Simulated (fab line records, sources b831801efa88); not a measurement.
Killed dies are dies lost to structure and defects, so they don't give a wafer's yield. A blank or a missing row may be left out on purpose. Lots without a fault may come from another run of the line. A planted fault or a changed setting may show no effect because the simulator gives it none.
Which tool did it? | flow sky130 | 11 lots, 32 wafers sampled, at 7 steps of a route of 708

WHAT THE GAUGES READ, wafer by wafer
SKY_LDD_P_OVL_MEAS_08. Usual: LDD_P_OVL 0.3 nm, standard deviation 1.5.
lot  | measured     | on         | LDD_P_OVL (nm) | flag
L873 | day 20 02:04 | overlay-02 | 1.5 2.4 1.2    |
L874 | day 20 14:16 | overlay-01 | -1.9 -0.8 -2.6 |
L885 | day 24 11:52 | overlay-02 | 0.9 1.9        |
L884 | day 24 12:31 | overlay-01 | -0.9 -1.1 -0.5 |
L886 | day 24 20:19 | overlay-01 | 2.8 0.0 1.9    |
L887 | day 25 08:01 | overlay-02 | -1.0 -1.8 -0.6 |
L888 | day 25 21:52 | overlay-01 | 0.9 -0.3 1.2   |
L889 | day 26 03:40 | overlay-02 | 0.6 -1.0 1.8   |
L890 | day 26 09:46 | overlay-01 | 1.8 1.1 0.8    |
L891 | day 26 16:26 | overlay-02 | 2.2 1.8 5.0    |
L893 | day 27 15:03 | overlay-02 | 0.5 0.9 -0.2   |

SKY_SD_P_TW_MEAS_11. Usual: SD_P_TW 2837, standard deviation 25.
lot  | measured     | on            | SD_P_TW        | flag
L873 | day 26 11:28 | film_metro-04 | 2852 2841 2849 |
L874 | day 26 22:19 | film_metro-03 | 2877 2869 2894 |
L885 | day 30 17:55 | film_metro-04 | 2714 2839      |
L884 | day 30 19:11 | film_metro-04 | 2720 2842 2846 |
L886 | day 31 00:52 | film_metro-02 | 2810 2811 2811 |
L887 | day 31 11:31 | film_metro-03 | 2867 2874 2882 |
L888 | day 31 23:22 | film_metro-04 | 2849 2827 2843 |
L889 | day 32 03:51 | film_metro-04 | 2824 2845 2837 |
L890 | day 32 11:07 | film_metro-02 | 2814 2805 2806 |
L891 | day 32 18:46 | film_metro-04 | 2833 2831 2840 |
L893 | day 33 14:17 | film_metro-03 | 2844 2847 2851 |

SKY_SD_N_TW_MEAS_12. Usual: SD_N_TW 3985, standard deviation 35.
lot  | measured     | on            | SD_N_TW        | flag
L873 | day 28 21:25 | film_metro-03 | 4031 4036 4019 |
L874 | day 29 08:27 | film_metro-02 | 3958 3961 3975 |
L885 | day 33 01:43 | film_metro-04 | 3967 3991      |
L884 | day 33 02:26 | film_metro-04 | 3971 3995 3978 |
L886 | day 33 07:38 | film_metro-02 | 3943 3966 3940 |
L887 | day 33 18:07 | film_metro-02 | 3962 3963 3956 |
L888 | day 34 04:50 | film_metro-04 | 4003 4002 4021 |
L889 | day 34 09:24 | film_metro-04 | 4019 3976 4001 |
L890 | day 34 16:35 | film_metro-03 | 4032 4017 4024 |
L891 | day 34 23:50 | film_metro-04 | 4019 4014 4005 |
L893 | day 35 19:16 | film_metro-02 | 3948 3947 3980 |

SKY_SD_N_RS_MEAS_17: measures by four-point-probe. Usual: SD_P_RS 147.2 ohm/sq, standard deviation 0.33.
lot  | measured     | on            | SD_P_RS (ohm/sq)  | flag
L873 | day 28 21:49 | film_metro-04 | 146.9 146.4 147.0 |
L874 | day 29 08:52 | film_metro-04 | 147.0 147.1 147.0 |
L885 | day 33 02:07 | film_metro-03 | 150.5 146.6       | OFF
L884 | day 33 02:54 | film_metro-04 | 150.8 147.7 147.4 | OFF
L886 | day 33 08:02 | film_metro-03 | 147.5 147.1 146.9 |
L887 | day 33 18:31 | film_metro-04 | 147.2 147.7 147.2 |
L888 | day 34 05:15 | film_metro-02 | 146.6 146.7 147.0 |
L889 | day 34 09:49 | film_metro-03 | 147.0 147.0 147.3 |
L890 | day 34 16:59 | film_metro-04 | 147.2 147.3 147.7 |
L891 | day 35 00:16 | film_metro-03 | 146.6 147.0 146.9 |
L893 | day 35 19:40 | film_metro-02 | 146.9 146.7 146.6 |

WHICH TOOL RAN EACH LOT (tool, then ch and the chambers of the sampled wafers, then the start)
lot  | SKY_SD_P_IMPLANT_09             | SKY_SD_P_STRIP_10                    | SKY_SD_N_RTA_14
L873 | implanter-02 ch 0, day 26 11:13 | plasma_asher-03 ch 0,1, day 26 11:22 | rtp_anneal-01 ch 0, day 28 21:31
L874 | implanter-01 ch 0, day 26 22:05 | plasma_asher-02 ch 0,1, day 26 22:13 | rtp_anneal-02 ch 0, day 29 08:34
L885 | implanter-02 ch 0, day 30 17:40 | plasma_asher-03 ch 0, day 30 17:49   | rtp_anneal-02 ch 0, day 33 01:49
L884 | implanter-02 ch 0, day 30 18:56 | plasma_asher-01 ch 0,1, day 30 19:05 | rtp_anneal-01 ch 0, day 33 02:33
L886 | implanter-01 ch 0, day 31 00:37 | plasma_asher-02 ch 0,1, day 31 00:46 | rtp_anneal-02 ch 0, day 33 07:45
L887 | implanter-01 ch 0, day 31 11:16 | plasma_asher-03 ch 0,1, day 31 11:25 | rtp_anneal-01 ch 0, day 33 18:13
L888 | implanter-04 ch 0, day 31 23:07 | plasma_asher-02 ch 0,1, day 31 23:16 | rtp_anneal-02 ch 0, day 34 04:57
L889 | implanter-01 ch 0, day 32 03:37 | plasma_asher-02 ch 0,1, day 32 03:44 | rtp_anneal-01 ch 0, day 34 09:31
L890 | implanter-01 ch 0, day 32 10:52 | plasma_asher-02 ch 0,1, day 32 11:01 | rtp_anneal-02 ch 0, day 34 16:42
L891 | implanter-04 ch 0, day 32 18:34 | plasma_asher-01 ch 0,1, day 32 18:40 | rtp_anneal-01 ch 0, day 34 23:56
L893 | implanter-02 ch 0, day 33 14:02 | plasma_asher-03 ch 1, day 33 14:11   | rtp_anneal-01 ch 0, day 35 19:22
- SKY_SD_P_IMPLANT_09
- SKY_SD_P_STRIP_10: strips in O2/N2.
- SKY_SD_N_RTA_14: time 2 s.

WHAT THE TOOLS THEMSELVES READ (means of the sampled wafers that have a number; where no wafer has one, the mark that the record gives instead)
SKY_SD_P_IMPLANT_09. Usual: end_station_pressure_torr 1.47e-05 Torr, standard deviation 8.5e-07.
lot  | tool         | end_station_pressure_torr (Torr) | flag
L873 | implanter-02 | 1.44e-05                         |
L874 | implanter-01 | 1.49e-05                         |
L885 | implanter-02 | 1.41e-05                         |
L884 | implanter-02 | 1.39e-05                         |
L886 | implanter-01 | 1.45e-05                         |
L887 | implanter-01 | 1.51e-05                         |
L888 | implanter-04 | 1.52e-05                         |
L889 | implanter-01 | 1.51e-05                         |
L890 | implanter-01 | 1.46e-05                         |
L891 | implanter-04 | 1.53e-05                         |
L893 | implanter-02 | 1.42e-05                         |

SKY_SD_P_STRIP_10. Usual: drypump_motor_current_A 5.9 A, standard deviation 0.4; oes_product_au 0.617 a.u., standard deviation 0.0043; strip_time_to_endpoint_s 17.52 s, standard deviation 0.036.
lot  | tool            | drypump_motor_current_A (A) | oes_product_au (a.u.) | strip_time_to_endpoint_s (s) | flag
L873 | plasma_asher-03 | 6.3                         | 0.616                 | 17.50                        |
L874 | plasma_asher-02 | 5.9                         | 0.618                 | 17.53                        |
L885 | plasma_asher-03 | 6.5                         | 0.615                 | 17.38                        | OFF
L884 | plasma_asher-01 | 5.3                         | 0.617                 | 17.38                        | OFF
L886 | plasma_asher-02 | 6.0                         | 0.619                 | 17.49                        |
L887 | plasma_asher-03 | 6.3                         | 0.622                 | 17.50                        |
L888 | plasma_asher-02 | 5.9                         | 0.619                 | 17.52                        |
L889 | plasma_asher-02 | 6.0                         | 0.616                 | 17.49                        |
L890 | plasma_asher-02 | 6.0                         | 0.617                 | 17.52                        |
L891 | plasma_asher-01 | 5.3                         | 0.615                 | 17.55                        |
L893 | plasma_asher-03 | 5.9                         | 0.616                 | 17.51                        |

SKY_SD_N_RTA_14. Usual: lamp_power_pct 15.73 %, standard deviation 0.053; ramp_down_c_per_s 90.000, standard deviation 0.016; wafer_temp_C_max 1078.0, standard deviation 1.3.
lot  | tool          | lamp_power_pct (%) | ramp_down_c_per_s | wafer_temp_C_max | flag
L873 | rtp_anneal-01 | 15.69              | 90.005            | 1078.5           |
L874 | rtp_anneal-02 | 15.72              | 90.004            | 1078.6           |
L885 | rtp_anneal-02 | 15.71              | 89.996            | 1078.5           |
L884 | rtp_anneal-01 | 15.70              | 90.004            | 1078.1           |
L886 | rtp_anneal-02 | 15.76              | 90.017            | 1077.1           |
L887 | rtp_anneal-01 | 15.69              | 90.008            | 1078.5           |
L888 | rtp_anneal-02 | 15.74              | 89.992            | 1077.9           |
L889 | rtp_anneal-01 | 15.72              | 90.013            | 1078.5           |
L890 | rtp_anneal-02 | 15.73              | 89.998            | 1077.8           |
L891 | rtp_anneal-01 | 15.71              | 89.996            | 1077.3           |
L893 | rtp_anneal-01 | 15.72              | 90.001            | 1077.9           |

THE ANSWER, worked out from the rows above alone
Rule: a lot is off if the mean of its wafers that have a number lies more than 3 standard deviations from the usual mean. A lot without any number at a reading at which 4 lots or more have one is off too. The other lots that the step has rows for count as sound. The gauges are gone through in route order, then the tools' own readings, and for those a lot's mean is taken as printed above. The first step at which some lot is off is used, and at that step the reading that is off furthest; a lot without a number counts as furthest.
Off: L885, L884, at SKY_SD_N_RS_MEAS_17 (SD_P_RS).
A tool fits if, at a process step before that reading, it ran every lot that is off, and no sound lot after the first of them. The gauges at SKY_SD_N_RS_MEAS_17 aren't tried: what is off there is off at SKY_SD_P_STRIP_10 too, on other tools, and a gauge's error can't cause that. None of those tried fits.

WHAT THE SIMULATOR HAD PUT IN
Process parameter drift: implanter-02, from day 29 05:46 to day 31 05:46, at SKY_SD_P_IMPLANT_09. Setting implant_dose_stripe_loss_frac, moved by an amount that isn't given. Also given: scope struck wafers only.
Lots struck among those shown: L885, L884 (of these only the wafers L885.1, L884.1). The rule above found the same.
